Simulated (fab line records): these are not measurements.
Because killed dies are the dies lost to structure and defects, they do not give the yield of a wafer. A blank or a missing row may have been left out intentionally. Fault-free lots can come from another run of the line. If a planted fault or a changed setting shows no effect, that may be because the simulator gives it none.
A struck lot beside a sound one	flow sfq-line	18 out of 325 route steps
Sound: wafers L922.3, L922.4, L922.5. The struck wafers were L939.2, L939.3, L939.6. The cause is named last.
For every step that has rows: the tool of each side, followed by ch and its chambers, followed by its first start. Under that, the readings that differ: sound wafers	struck wafers	difference of the means	sigmas: that difference in standard deviations of wafers without a fault.
alike: readings whose means differ by less than 2 such deviations, and words and numbers that are the same on both sides. not compared: withheld readings, readings that some wafer has no value for, bounds like >300 that may hide the same value, and numbers for which the record gives no deviation and whose values overlap.
A row with sigmas, a row that says differs or no value, or rows on one side alone: a step with any of these is where the two part. Non-overlapping numbers with no deviation appear without sigmas and do not part them. A reading that every wafer of one side lacks parts them only if that side has two wafers or more.

SFQ_TRILAYER_M6_BARC_OPEN_METAL_ETCH_206: etches BARC in O2, target depth 125 nm, time 41.7 s.
  sound on rie-metal-01 ch 0,1, day 67 12:15; struck on rie-metal-02 ch 0,1, day 79 06:08
  alike: drypump-motor-current-A, oes-product-au, rf-fwd-power-W
  not compared: rf-hours-counter-h
then, 1 step without rows for these wafers: SFQ_TRILAYER_M6_ETCH_METAL_ETCH_162 (etches Nb in Cl2/Ar, stops on SiO2, target depth 240 nm, time 120 s).
SFQ_TRILAYER_M6_STRIP_STRIP_163: strips in O2.
  sound on rie-metal-01 ch 0,1, day 67 12:37; struck on rie-metal-02 ch 0,1, day 79 06:20
  alike: drypump-motor-current-A, oes-product-au
  not compared: rf-hours-counter-h
then, 1 step without rows for these wafers: SFQ_TRILAYER_M6_STRIP_SOLV_CLEAN_164 (cleans in NMP, time 600 s).
SFQ_TRILAYER_I6_DEP_PECVD_165: deposits SiO2 from SiH4/N2O, time 111.11 s, target thk 500 nm.
  sound on pecvd-01 ch 0,1, day 67 13:12; struck on pecvd-01 ch 0,1,2, day 79 07:06
  alike: chamber-pressure-Torr, heater-power-w, rf-fwd-power-W, showerhead-vpp-V, throttle-valve-pct
SFQ_TRILAYER_I6_CMP_CMP_166: polishes SiO2.
  sound on cmp-02 ch 0,1,3, day 67 14:22; struck on cmp-02 ch 0,2, day 79 07:11
  alike: motor-current-A, time-to-endpoint-s
SFQ_I6_BOW_MEAS_941:
  sound on film-metro-01 at day 67 16:55; struck on film-metro-04 at day 79 10:12
  alike: I6_BOW
SFQ_TRILAYER_I6_METRO_MEASURE_167:
  sound on film-metro-01 at day 67 17:23; struck on film-metro-04 at day 79 10:30
  alike: thk-nm
then, 4 steps without rows for these wafers: SFQ_TRILAYER_I6_VIA_LITHO_COAT_174 (resist thk 62 nm); SFQ_TRILAYER_I6_VIA_LITHO_COAT_169 (resist thk 650 nm); SFQ_TRILAYER_I6_VIA_LITHO_SOFTBAKE_173; SFQ_TRILAYER_I6_VIA_LITHO_EXPOSE_170 (exposes mask I6, target cd 700 nm).
-- the record jumps here: 4 days lie between the struck wafers' starts before and after --
SFQ_TRILAYER_I6_VIA_LITHO_PEB_172: peb time 60 s.
  sound on litho-track-01 ch 0, day 67 20:19; struck on litho-track-01 ch 0, day 83 20:19
  alike: heater-power-total-W, resist-line-temp-C
then, 1 step without rows for these wafers: SFQ_TRILAYER_I6_VIA_LITHO_DEVELOP_171 (time 60 s).
SFQ_I6_OVL_MEAS_942:
  sound on overlay-02 at day 67 20:34; struck on overlay-02 at day 83 20:36
reading	sound	struck	difference	sigmas
I6_OVL (nm)	14 12 -1	-5 -5 -1	-12	-2
SFQ_TRILAYER_I6_VIA_BARC_OPEN_VIA_ETCH_235: etches BARC in O2, target depth 125 nm, time 41.7 s.
  sound on rie-diel-04 ch 1,3, day 67 20:36; struck on rie-diel-04 ch 0,1, day 83 20:38
reading	sound	struck	difference	sigmas
model.I6.cd-nm (nm)	699.7 698.6 700.1	724.3 722 724.9	+24.3	
  alike: drypump-motor-current-A, oes-product-au, rf-fwd-power-W
  not compared: rf-hours-counter-h
SFQ_TRILAYER_I6_VIA_ETCH_VIA_ETCH_172: etches SiO2 in CHF3, stops on Nb, target depth 260 nm.
  sound on rie-diel-04 ch 1,3, day 67 20:38; struck on rie-diel-04 ch 0,1, day 83 20:40
reading	sound	struck	difference	sigmas
model.I6.cd-nm (nm)	699 698.6 699.4	722.8 721.6 723.8	+23.7	
  alike: drypump-motor-current-A, oes-product-au, rf-fwd-power-W
then, 1 step without rows for these wafers: SFQ_TRILAYER_I6_VIA_STRIP_STRIP_173 (strips in O2).

WHERE THEY PART
Only at SFQ_I6_OVL_MEAS_942, as far as this record shows. Later steps at which nothing parts them and some readings are alike: SFQ_TRILAYER_I6_VIA_BARC_OPEN_VIA_ETCH_235, SFQ_TRILAYER_I6_VIA_ETCH_VIA_ETCH_172.

WHY: whatever the simulator had introduced
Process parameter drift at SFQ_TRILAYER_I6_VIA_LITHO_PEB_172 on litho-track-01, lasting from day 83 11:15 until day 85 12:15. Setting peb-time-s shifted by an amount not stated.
